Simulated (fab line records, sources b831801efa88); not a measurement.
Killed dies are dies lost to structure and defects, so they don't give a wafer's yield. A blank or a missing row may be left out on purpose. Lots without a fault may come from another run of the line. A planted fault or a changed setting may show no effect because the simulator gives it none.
fab line records | flow sfq_line
record lots=7 wafers=21 last_day=80
route steps=325 shown M6@255 I6@266 M7@281 I7@296 M8@325
lots that met no fault: from a run of the same line without faults
start_h: hours from the record's first day to the start of the lot's first wafer shown | wait_h: hours since the lot's step before | " the same as in the row above | L1.1+2: a row that stands for several wafers | - no value, or no start given | * or withheld: withheld | < > ~ a bound
route shown NAME@n: a module of which the file shows steps, and the number in the route of the first | usual: mean/standard deviation of fault-free wafers | same: alike in all rows | chamber/n: place in a boat | sites: the reading at each site | _std_site: their standard deviation | _edge_site: outer sites' mean less inner sites' | radius_mm: how far each site lies from the wafer's centre | mask NAME#n: copy n | behind: the tool/chamber that last shaped the wafer | hold: why the lot was held/for how many hours/how that ended | device: the transistor (n, p or np) that didn't switch | end of line: the same wafers' tests at the end of the route | a step without rows: its recipe alone | killed: dies lost to structure and defects at the first sort, not the wafer's yield | map: a wafer's dies, x killed, . not, _ none there
set.NAME: the setting as run; set.NAME@STEP: as run at that earlier step | model.NAME: the simulator's own value behind a step, which no gauge read
lots at some steps of the route; a table a step, a row a wafer
services: from which hour (start_h, from the record's first day; less than 0 if before it) a tool's chamber was out of use, for how many hours, and why
## steps
# step SFQ_TRILAYER_M6_LITHO_COAT_164
# recipe resist=BARC spin_rpm=3000 resist_thk_nm=62
# step SFQ_TRILAYER_M6_LITHO_COAT_159
# recipe resist=KrF spin_rpm=3000 resist_thk_nm=600
# step SFQ_TRILAYER_M6_LITHO_SOFTBAKE_163
# recipe temp_c=withheld time_s=withheld resist=KrF
# step SFQ_TRILAYER_M6_LITHO_EXPOSE_160
# recipe mask_id=M6 na=0.6 source_shape=conventional sigma_outer=0.65 target_cd_nm=500 dose_mj=14.4
# step SFQ_TRILAYER_M6_LITHO_PEB_162
# recipe peb_temp_c=115 peb_time_s=60 resist=KrF
# step SFQ_TRILAYER_M6_LITHO_DEVELOP_161
# recipe time_s=60 resist=KrF
# step SFQ_M6_OVL_MEAS_940
# usual M6_OVL=-2/5.1
# columns lot.wafer tool chamber start_h wait_h M6_OVL[nm]
L596.1 overlay-02 - 1702.95 0.1 -6
L596.3 " - " " 3
L596.6 " - " " -9
L597.3 overlay-02 - 1704.16 0.1 -3
L597.4 " - " " -2
L597.6 " - " " -5
L603.1 overlay-02 - 1738.95 0.1 -9
L603.2 " - " " -4
L603.6 " - " " -14
L604.1 overlay-02 - 1740.15 0.1 1
L604.4 " - " " 1
L604.5 " - " " -8
L606.2 overlay-02 - 1752.16 0.1 4
L606.4 " - " " 3
L606.6 " - " " 6
L609.1 overlay-02 - 1758.15 0.1 2
L609.3 " - " " -5
L609.5 " - " " -6
L611.1 overlay-02 - 1761.75 0.1 -2
L611.2 " - " " 8
L611.5 " - " " 2
# step SFQ_TRILAYER_M6_BARC_OPEN_METAL_ETCH_206
# recipe mask_material=PR chemistry=O2 target_depth_nm=125 target=BARC icp_w=600 bias_w=80 pressure_mtorr=10 time_s=41.7
# usual drypump_motor_current_A=5.7/0.49 oes_product_au=0.685/0.0043
# columns lot.wafer tool chamber start_h wait_h drypump_motor_current_A oes_product_au rf_hours_counter_h
L596.1 rie_metal-03 0 1702.99 0.0 5.5 0.688 60
L596.3 " 0 " " 5.5 0.685 -
L596.6 " 0 " " 5.5 0.682 -
L597.3 rie_metal-04 1 1704.21 0.0 4.8 0.685 -
L597.4 " 0 " " 5.6 0.683 -
L597.6 " 1 " " 4.8 0.689 -
L603.1 rie_metal-01 1 1738.99 0.0 6.3 0.682 3
L603.2 " 0 " " 5.3 0.675 14
L603.6 " 1 " " 6.3 0.687 -
L604.1 rie_metal-03 0 1740.19 0.0 5.5 0.689 65
L604.4 " 1 " " 6.1 0.688 -
L604.5 " 0 " " 5.5 0.689 -
L606.2 rie_metal-01 0 1752.19 0.0 5.3 0.693 16
L606.4 " 1 " " 6.3 0.682 -
L606.6 " 0 " " 5.3 0.676 -
L609.1 rie_metal-04 1 1758.19 0.0 4.8 0.683 32
L609.3 " 1 " " 4.8 0.685 -
L609.5 " 1 " " 4.8 0.684 -
L611.1 rie_metal-01 1 1761.79 0.0 6.3 0.691 8
L611.2 " 0 " " 5.3 0.681 18
L611.5 " 1 " " 6.3 0.687 -
# step SFQ_TRILAYER_M6_ETCH_METAL_ETCH_162
# recipe target=Nb stop_on=SiO2 mask_material=PR chemistry=Cl2/Ar target_depth_nm=240 icp_w=600 bias_w=80 pressure_mtorr=10 time_s=120
# step SFQ_TRILAYER_M6_STRIP_STRIP_163
# recipe gas=O2 power_w=200 platen_temp_c=40 overash_fraction=0.65 chemistry=O2 pressure_mtorr=50
# step SFQ_TRILAYER_M6_STRIP_SOLV_CLEAN_164
# recipe chemistry=NMP temp_c=70 time_s=600
# step SFQ_TRILAYER_I6_DEP_PECVD_165
# recipe material=SiO2 temp_c=150 time_s=111.11 pressure_torr=2.4 rf_w=183.3 precursor=SiH4/N2O target_thk_nm=500
# usual heater_power_w=81/14 throttle_valve_pct=24.5/1
# columns lot.wafer tool chamber start_h wait_h heater_power_w throttle_valve_pct
L596.1 pecvd-04 0 1703.95 0.0 72 23.8
L596.3 " 2 " " 96 25.2
L596.6 " 2 " " 96 25.3
L597.3 pecvd-01 2 1705.19 0.0 89 25.1
L597.4 " 0 " " 93 23.8
L597.6 " 2 " " 70 25.1
L603.1 pecvd-03 1 1739.95 0.0 70 25.3
L603.2 " 0 " " 71 27.1
L603.6 " 1 " " 72 25.2
L604.1 pecvd-01 0 1741.15 0.0 101 23.8
L604.4 " 1 " " 105 23.9
L604.5 " 2 " " 87 25.0
L606.2 pecvd-01 2 1753.15 0.0 77 24.8
L606.4 " 1 " " 108 24.2
L606.6 " 0 " " 83 24.0
L609.1 pecvd-03 0 1759.15 0.0 71 27.0
L609.3 " 1 " " 72 25.1
L609.5 " 0 " " 60 27.1
L611.1 pecvd-03 2 1762.75 0.0 58 23.3
L611.2 " 0 " " 67 27.2
L611.5 " 2 " " 60 23.7
# step SFQ_TRILAYER_I6_CMP_CMP_166
# recipe material=SiO2 down_force_psi=3 platen_rpm=60 pad_velocity_m_s=0.94248
# usual head_pressure_psi=3.000/0.0063 motor_current_A=10.3/0.89 time_to_endpoint_s=220/9.2
# columns lot.wafer tool chamber start_h wait_h head_pressure_psi motor_current_A time_to_endpoint_s model.SiO2_of_TRILAYER_I6_DEP_PECVD_165.thk_nm
L596.3 cmp-02 3 1704.67 0.7 2.994 10.4 200 198
L596.1 " 0 " " 2.999 11.0 216 200.5
L596.6 " 3 1706.67 2.6 3.000 10.7 203 199
L597.3 cmp-01 1 1706.93 1.7 2.992 8.7 220 201.6
L597.4 " 3 1707.93 2.7 2.994 9.2 235 201.9
L597.6 " 1 1708.93 3.7 2.996 8.8 224 201
L603.1 cmp-02 2 1743.84 3.9 2.998 11.2 226 199.6
L603.2 " 3 " " 2.993 10.2 219 197.4
L603.6 " 1 1745.46 5.4 2.993 9.3 282 306.5
L604.4 cmp-02 0 1746.54 5.3 3.000 11.7 229 201.2
L604.1 " 1 " " 3.000 10.4 224 200.2
L604.5 " 0 1748.54 7.3 2.983 11.2 289 308.8
L606.4 cmp-01 1 1756.23 3.0 3.011 8.7 225 202.2
L606.2 " 0 1757.73 4.5 3.001 10.4 206 199.7
L606.6 " 1 " " 3.002 9.3 224 201.2
L609.3 cmp-02 2 1764.54 5.3 3.007 11.4 208 198.7
L609.1 " 1 1766.04 6.8 3.011 10.5 223 201.8
L609.5 " 2 " " 3.001 11.2 290 308.1
L611.1 cmp-01 1 1771.23 8.4 2.997 8.9 221 200.2
L611.2 " 2 " " 3.002 11.2 220 201.4
L611.5 " 1 1773.23 10.4 2.998 9.3 223 201.7
# step SFQ_I6_BOW_MEAS_941
# recipe mode=bow
# usual I6_BOW=10/11
# columns lot.wafer tool chamber start_h wait_h I6_BOW[um]
L596.1 film_metro-04 - 1707.67 2.0 22
L596.3 " - " " 8
L596.6 " - " " 20
L597.3 film_metro-01 - 1709.47 2.0 10
L597.4 " - " " 25
L597.6 " - " " 14
L603.1 film_metro-04 - 1746.54 2.2 19
L603.2 " - " " 18
L603.6 " - " " 15
L604.1 film_metro-01 - 1749.54 2.0 4
L604.4 " - " " 22
L604.5 " - " " 11
L606.2 film_metro-01 - 1759.25 1.0 10
L606.4 " - " " 19
L606.6 " - " " 19
L609.1 film_metro-01 - 1767.54 1.0 8
L609.3 " - " " 26
L609.5 " - " " 9
L611.1 film_metro-01 - 1774.23 2.5 -17
L611.2 " - " " -8
L611.5 " - " " -4
# step SFQ_TRILAYER_I6_METRO_MEASURE_167
# usual thk_nm=200.4/1.2
# columns lot.wafer tool chamber start_h wait_h thk_nm
L596.1 film_metro-04 - 1707.79 0.1 200.4
L596.3 " - " " 197.9
L596.6 " - " " 199.0
L597.3 film_metro-01 - 1709.95 0.5 201.6
L597.4 " - " " 202.0
L597.6 " - " " 200.8
L603.1 film_metro-04 - 1746.66 0.1 199.6
L603.2 " - " " 197.5
L603.6 " - " " 306.5
L604.1 film_metro-01 - 1749.66 0.1 200.0
L604.4 " - " " 201.2
L604.5 " - " " 308.5
L606.2 film_metro-01 - 1759.55 0.3 199.6
L606.4 " - " " 202.3
L606.6 " - " " 201.3
L609.1 film_metro-01 - 1767.66 0.1 201.9
L609.3 " - " " 198.9
L609.5 " - " " 308.0
L611.1 film_metro-01 - 1774.35 0.1 200.0
L611.2 " - " " 201.3
L611.5 " - " " 201.6
# step SFQ_TRILAYER_I6_VIA_LITHO_COAT_174
# recipe resist=BARC spin_rpm=3000 resist_thk_nm=62
# step SFQ_TRILAYER_I6_VIA_LITHO_COAT_169
# recipe resist=KrF spin_rpm=3000 resist_thk_nm=650
# step SFQ_TRILAYER_I6_VIA_LITHO_SOFTBAKE_173
# recipe temp_c=withheld time_s=withheld resist=KrF
# step SFQ_TRILAYER_I6_VIA_LITHO_EXPOSE_170
# recipe mask_id=I6 na=0.6 source_shape=conventional sigma_outer=0.65 target_cd_nm=700 dose_mj=21.3
# step SFQ_TRILAYER_I6_VIA_LITHO_PEB_172
# recipe peb_temp_c=115 peb_time_s=60 resist=KrF
# step SFQ_TRILAYER_I6_VIA_LITHO_DEVELOP_171
# recipe time_s=60 resist=KrF
# step SFQ_I6_OVL_MEAS_942
# usual I6_OVL=-4/5.7
# columns lot.wafer tool chamber start_h wait_h I6_OVL[nm]
L596.1 overlay-02 - 1748.55 0.1 -2
L596.3 " - " " -8
L596.6 " - " " 2
L597.3 overlay-02 - 1749.76 0.1 10
L597.4 " - " " 6
L597.6 " - " " -1
L603.1 overlay-02 - 1766.55 0.1 -6
L603.2 " - " " 3
L603.6 " - " " 1
L604.1 overlay-02 - 1771.35 0.1 -6
L604.4 " - " " -14
L604.5 " - " " -6
L606.2 overlay-02 - 1779.76 0.1 -2
L606.4 " - " " -6
L606.6 " - " " -3
L609.1 overlay-01 - 1784.55 0.1 -1
L609.3 " - " " 2
L609.5 " - " " -1
L611.1 overlay-01 - 1788.15 0.1 5
L611.2 " - " " 0
L611.5 " - " " -6
# step SFQ_TRILAYER_I6_VIA_BARC_OPEN_VIA_ETCH_235
# recipe mask_material=PR chemistry=O2 target_depth_nm=125 target=BARC source_w=500 bias_w=80 pressure_mtorr=30 time_s=41.7
# step SFQ_TRILAYER_I6_VIA_ETCH_VIA_ETCH_172
# recipe target=SiO2 stop_on=Nb mask_material=PR taper_deg=20 chemistry=CHF3 target_depth_nm=260 source_w=500 bias_w=80 pressure_mtorr=30 time_s=withheld
# usual drypump_motor_current_A=5.7/0.55 oes_product_au=0.856/0.0051
# columns lot.wafer tool chamber start_h wait_h drypump_motor_current_A oes_product_au model.I6.feature_depth_nm model.etch.depth_nm
L596.1 rie_diel-04 0 1748.63 0.0 5.0 0.858 200.5 200.5
L596.3 " 3 " " 6.3 0.848 198 198
L596.6 " 3 " " 6.3 0.850 199 199
L597.3 rie_diel-01 1 1749.83 0.0 6.2 0.860 201.6 201.6
L597.4 " 0 " " 6.6 0.859 201.9 201.9
L597.6 " 3 " " 6.1 0.863 201 201
L603.1 rie_diel-01 0 1766.63 0.0 6.7 0.855 199.6 199.6
L603.2 " 2 " " 5.7 0.849 197.4 197.4
L603.6 " 0 " " 6.6 0.990 257.1 257.1
L604.1 rie_diel-02 2 1771.43 0.0 6.1 0.855 200.2 200.2
L604.4 " 1 " " 5.5 0.854 201.2 201.2
L604.5 " 2 " " 6.1 0.996 260.9 260.9
L606.2 rie_diel-01 0 1779.83 0.0 6.6 0.859 199.7 199.7
L606.4 " 3 " " 6.0 0.860 202.2 202.2
L606.6 " 1 " " 6.2 0.868 201.2 201.2
L609.1 rie_diel-04 3 1784.63 0.0 6.3 0.854 201.8 201.8
L609.3 " 0 " " 5.0 0.862 198.7 198.7
L609.5 " 3 " " 6.3 1.000 261.6 261.6
L611.1 rie_diel-01 1 1788.23 0.0 6.2 0.851 200.2 200.2
L611.2 " 0 " " 6.6 0.849 201.4 201.4
L611.5 " 1 " " 6.2 0.860 201.7 201.7
# step SFQ_TRILAYER_I6_VIA_STRIP_STRIP_173
# recipe gas=O2 power_w=200 platen_temp_c=40 overash_fraction=0.65 chemistry=O2 pressure_mtorr=50
# usual drypump_motor_current_A=5.8/0.62 oes_product_au=1.003/0.0095
# same overash_fraction=0.65
# columns lot.wafer tool chamber start_h wait_h drypump_motor_current_A oes_product_au rf_hours_counter_h
L596.1 rie_metal-04 0 1748.74 - 5.6 1.005 47
L596.3 " 0 " " 5.7 1.019 -
L596.6 " 0 " " 5.7 1.005 -
L597.3 rie_metal-02 0 1750.14 - 6.6 1.008 -
L597.4 " 1 " " 6.3 1.002 -
L597.6 " 1 " " 6.3 1.001 -
L603.1 rie_metal-02 1 1766.74 - 6.3 1.002 34
L603.2 " 0 " " 6.5 1.018 142
L603.6 " 0 " " 6.6 1.009 -
L604.1 rie_metal-03 1 1771.54 - 6.1 0.993 135
L604.4 " 0 " " 5.5 0.991 -
L604.5 " 1 " " 6.1 0.992 -
L606.2 rie_metal-04 1 1779.94 - 4.8 1.007 36
L606.4 " 0 " " 5.7 1.007 -
L606.6 " 1 " " 4.7 1.007 -
L609.1 rie_metal-02 1 1784.74 - 6.3 0.993 39
L609.3 " 1 " " 6.3 0.991 -
L609.5 " 1 " " 6.3 0.992 -
L611.1 rie_metal-04 1 1788.34 - 4.8 1.012 37
L611.2 " 0 " " 5.7 1.003 54
L611.5 " 1 " " 4.8 1.009 -
# step SFQ_TRILAYER_I6_VIA_STRIP_SOLV_CLEAN_174
# recipe chemistry=NMP temp_c=70 time_s=600
# step SFQ_TRILAYER_M7_DEP_PRE_CLEAN_176
# recipe gas=Ar time_s=22.5 bias_v=250
# columns lot.wafer tool chamber start_h wait_h model.SiO2_of_TRILAYER_I6_DEP_PECVD_165.thk_nm
L596.1 pvd_sputter-05 - 1749.52 0.0 193
L596.3 " - " " 190.5
L596.6 " - " " 191.5
L597.3 pvd_sputter-04 - 1750.73 0.0 194.1
L597.4 " - " " 194.4
L597.6 " - " " 193.5
L603.1 pvd_sputter-04 - 1767.69 0.0 192.1
L603.2 " - " " 189.9
L603.6 " - " " 299
L604.1 pvd_sputter-03 - 1772.32 0.0 192.7
L604.4 " - " " 193.7
L604.5 " - " " 301.3
L606.2 pvd_sputter-04 - 1780.72 0.0 192.2
L606.4 " - " " 194.7
L606.6 " - " " 193.7
L609.1 pvd_sputter-03 - 1786.12 0.0 194.3
L609.3 " - " " 191.2
L609.5 " - " " 300.6
L611.1 pvd_sputter-05 - 1789.12 0.0 192.7
L611.2 " - " " 193.9
L611.5 " - " " 194.2
# step SFQ_TRILAYER_M7_DEP_SPUTTER_175
# recipe material=Nb base_pressure_pa=1.33e-06 chamber_pressure_pa=0.1333 substrate_temp_c=20 target_thk_nm=200 power_w=2000 time_s=133.3
# step SFQ_M7_RS_MEAS_943
# recipe thk_meas_gauge=four-point-probe reads=Nb_of_TRILAYER_M7_DEP_SPUTTER_175
# usual M7_NB_RS=0.891/0.012
# columns lot.wafer tool chamber start_h wait_h M7_NB_RS[ohm/sq]
L596.1 film_metro-03 - 1749.64 0.0 0.908
L596.3 " - " " 0.913
L596.6 " - " " 0.910
L597.3 film_metro-03 - 1750.89 0.1 0.895
L597.4 " - " " 0.882
L597.6 " - " " 0.888
L603.1 film_metro-03 - 1767.81 0.0 0.873
L603.2 " - " " 0.867
L603.6 " - " " 0.876
L604.1 film_metro-01 - 1772.44 0.0 0.880
L604.4 " - " " 0.873
L604.5 " - " " 0.880
L606.2 film_metro-02 - 1780.86 0.1 0.896
L606.4 " - " " 0.885
L606.6 " - " " 0.887
L609.1 film_metro-01 - 1786.24 0.0 0.877
L609.3 " - " " 0.877
L609.5 " - " " 0.885
L611.1 film_metro-01 - 1789.24 0.0 0.910
L611.2 " - " " 0.900
L611.5 " - " " 0.895
# step SFQ_TRILAYER_M7_LITHO_COAT_182
# recipe resist=BARC spin_rpm=3000 resist_thk_nm=62
# step SFQ_TRILAYER_M7_LITHO_COAT_177
# recipe resist=KrF spin_rpm=3000 resist_thk_nm=600
# step SFQ_TRILAYER_M7_LITHO_SOFTBAKE_181
# recipe temp_c=withheld time_s=withheld resist=KrF
# step SFQ_TRILAYER_M7_LITHO_EXPOSE_178
# recipe mask_id=M7 na=0.6 source_shape=conventional sigma_outer=0.65 target_cd_nm=500 dose_mj=14.4
# step SFQ_TRILAYER_M7_LITHO_PEB_180
# recipe peb_temp_c=115 peb_time_s=60 resist=KrF
# step SFQ_TRILAYER_M7_LITHO_DEVELOP_179
# recipe time_s=60 resist=KrF
# step SFQ_M7_OVL_MEAS_945
# usual M7_OVL=2/5
# columns lot.wafer tool chamber start_h wait_h M7_OVL[nm]
L596.1 overlay-01 - 1833.78 0.1 9
L596.3 " - " " 12
L596.6 " - " " 11
L597.3 overlay-01 - 1834.99 0.1 7
L597.4 " - " " 8
L597.6 " - " " 0
L603.1 overlay-01 - 1852.98 0.1 -1
L603.2 " - " " -2
L603.6 " - " " 1
L604.1 overlay-01 - 1857.78 0.1 7
L604.4 " - " " 7
L604.5 " - " " 7
L606.2 overlay-01 - 1868.58 0.1 4
L606.4 " - " " 4
L606.6 " - " " 2
L609.1 overlay-01 - 1879.50 0.1 1
L609.3 " - " " -4
L609.5 " - " " -2
L611.1 overlay-02 - 1883.10 0.1 4
L611.2 " - " " 4
L611.5 " - " " -4
# step SFQ_TRILAYER_M7_BARC_OPEN_METAL_ETCH_229
# recipe mask_material=PR chemistry=O2 target_depth_nm=125 target=BARC icp_w=600 bias_w=80 pressure_mtorr=10 time_s=41.7
# usual drypump_motor_current_A=6.0/0.45 oes_product_au=0.685/0.0048
# columns lot.wafer tool chamber start_h wait_h drypump_motor_current_A oes_product_au rf_hours_counter_h
L596.1 rie_metal-02 1 1833.81 0.0 6.3 0.688 46
L596.3 " 0 " " 6.5 0.691 -
L596.6 " 1 " " 6.3 0.678 -
L597.3 rie_metal-01 1 1835.03 0.0 6.3 0.681 -
L597.4 " 0 " " 5.3 0.683 -
L597.6 " 1 " " 6.3 0.683 -
L603.1 rie_metal-01 0 1853.01 0.0 5.3 0.685 31
L603.2 " 1 " " 6.3 0.676 20
L603.6 " 0 " " 5.3 0.686 -
L604.1 rie_metal-03 0 1857.81 0.0 5.5 0.682 86
L604.4 " 0 " " 5.5 0.685 -
L604.5 " 0 " " 5.4 0.685 -
L606.2 rie_metal-03 1 1868.61 0.0 6.1 0.693 4
L606.4 " 1 " " 6.1 0.683 -
L606.6 " 1 " " 6.2 0.686 -
L609.1 rie_metal-01 0 1879.54 0.0 5.3 0.692 35
L609.3 " 0 " " 5.3 0.674 -
L609.5 " 1 " " 6.3 0.686 -
L611.1 rie_metal-03 1 1883.14 0.0 6.1 0.686 6
L611.2 " 0 " " 5.5 0.684 91
L611.5 " 1 " " 6.1 0.682 -
# step SFQ_TRILAYER_M7_ETCH_METAL_ETCH_180
# recipe target=Nb stop_on=SiO2 mask_material=PR chemistry=Cl2/Ar target_depth_nm=240 icp_w=600 bias_w=80 pressure_mtorr=10 time_s=120
# usual drypump_motor_current_A=6.0/0.45 oes_product_au=0.893/0.0079
# columns lot.wafer tool chamber start_h wait_h drypump_motor_current_A oes_product_au rf_hours_counter_h
L596.1 rie_metal-02 1 1833.87 0.0 6.3 0.887 46
L596.3 " 0 " " 6.5 0.879 -
L596.6 " 1 " " 6.3 0.886 -
L597.3 rie_metal-01 1 1835.11 0.1 6.3 0.898 -
L597.4 " 0 " " 5.3 0.897 -
L597.6 " 1 " " 6.3 0.898 -
L603.1 rie_metal-01 0 1853.07 0.0 5.3 0.909 31
L603.2 " 1 " " 6.2 0.906 20
L603.6 " 0 " " 5.3 0.903 -
L604.1 rie_metal-03 0 1857.87 0.0 5.5 0.902 86
L604.4 " 0 " " 5.5 0.906 -
L604.5 " 0 " " 5.5 0.895 -
L606.2 rie_metal-03 1 1868.67 0.0 6.1 0.888 4
L606.4 " 1 " " 6.1 0.890 -
L606.6 " 1 " " 6.1 0.894 -
L609.1 rie_metal-01 0 1879.60 0.0 5.3 0.901 35
L609.3 " 0 " " 5.3 0.904 -
L609.5 " 1 " " 6.3 0.899 -
L611.1 rie_metal-03 1 1883.20 0.0 6.1 0.885 7
L611.2 " 0 " " 5.5 0.887 91
L611.5 " 1 " " 6.1 0.885 -
# step SFQ_TRILAYER_M7_STRIP_STRIP_181
# recipe gas=O2 power_w=200 platen_temp_c=40 overash_fraction=0.65 chemistry=O2 pressure_mtorr=50
# step SFQ_TRILAYER_M7_STRIP_SOLV_CLEAN_182
# recipe chemistry=NMP temp_c=70 time_s=600
# step SFQ_TRILAYER_I7_DEP_PECVD_183
# recipe material=SiO2 temp_c=150 time_s=111.11 pressure_torr=2.4 rf_w=183.3 precursor=SiH4/N2O target_thk_nm=500
# step SFQ_M8_BOW_MEAS_951
# recipe mode=bow
# usual M8_BOW=11/11
# columns lot.wafer tool chamber start_h wait_h M8_BOW[um] model.etest.i6.link_ohm
L596.1 film_metro-02 - 1853.15 0.0 23 1.91
L596.3 " - " " 6 1.919
L596.6 " - " " 20 1.908
L597.3 film_metro-02 - 1854.83 0.0 6 1.887
L597.4 " - " " 21 1.875
L597.6 " - " " 12 1.874
L603.1 film_metro-04 - 1869.19 0.0 15 1.865
L603.2 " - " " 14 1.85
L603.6 " - " " 14 1e+06
L604.1 film_metro-03 - 1874.33 0.0 5 1.866
L604.4 " - " " 23 1.851
L604.5 " - " " 13 1e+06
L606.2 film_metro-03 - 1910.04 0.0 7 1.867
L606.4 " - " " 16 1.863
L606.6 " - " " 15 1.864
L609.1 film_metro-04 - 1914.65 0.0 15 1.85
L609.3 " - " " 33 1.856
L609.5 " - " " 15 1e+06
L611.1 film_metro-02 - 1917.05 0.0 -12 1.893
L611.2 " - " " -3 1.89
L611.5 " - " " 0 1.876
## services
# columns tool chamber start_h hours kind
pecvd-01 - 1682.10 0.9 repair
pecvd-01 1 1689.33 16.0 repair
cmp-01 - 1732.12 1.4 repair
film_metro-01 - 1737.53 2.3 pm
pecvd-01 - 1748.05 0.3 repair
film_metro-01 - 1760.55 0.9 pm
rie_metal-01 1 1763.97 1.0 repair
rie_metal-04 - 1770.23 1.9 repair
cmp-02 - 1770.54 5.2 pm
rie_metal-04 - 1770.55 0.5 repair
rie_diel-01 - 1774.22 0.3 repair
rie_metal-01 - 1774.68 4.0 pm
cmp-02 - 1775.72 4.0 pm
cmp-02 - 1777.46 1.1 repair
pvd_sputter-04 - 1778.89 1.6 repair
cmp-02 - 1810.45 0.8 repair
rie_metal-02 - 1810.60 1.4 pm
cmp-02 - 1817.39 1.5 repair
rie_diel-01 3 1826.60 12.8 repair
rie_diel-01 - 1838.14 0.4 repair
cmp-01 - 1858.56 4.4 repair
pecvd-01 - 1864.26 3.2 repair
cmp-02 - 1872.75 4.5 pm
film_metro-01 - 1873.32 1.7 pm
## key
first_sign step=SFQ_TRILAYER_I6_CMP_CMP_166 reading=time_to_endpoint_s direction=up sigmas=7.2 usual=* struck=*
effect step=SFQ_TRILAYER_I6_METRO_MEASURE_167 reading=thk_nm direction=up sigmas=86 usual=200.4 struck=307.7
effect step=SFQ_TRILAYER_I6_VIA_ETCH_VIA_ETCH_172 reading=oes_product_au direction=up sigmas=27 usual=0.856 struck=0.995
model_effect step=SFQ_TRILAYER_I6_CMP_CMP_166 value=SiO2_of_TRILAYER_I6_DEP_PECVD_165.thk_nm without=199.9 struck=307.8
model_effect step=SFQ_TRILAYER_I6_VIA_ETCH_VIA_ETCH_172 value=I6.feature_depth_nm without=199.9 struck=259.9
model_effect step=SFQ_TRILAYER_M7_DEP_PRE_CLEAN_176 value=SiO2_of_TRILAYER_I6_DEP_PECVD_165.thk_nm without=192.4 struck=300.3
model_effect step=SFQ_M8_BOW_MEAS_951 value=etest.i6.link_ohm without=1.868 struck=1e+06
met_at SFQ_TRILAYER_I6_CMP_CMP_166
struck_wafers L603.6,L604.5,L609.5
fault kind=process_parameter_drift tool=cmp-02 chamber=- onset_h=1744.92 steps=SFQ_TRILAYER_I6_CMP_CMP_166 channel=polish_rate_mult offset=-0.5 shape=step end_h=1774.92 scope=struck_wafers_only
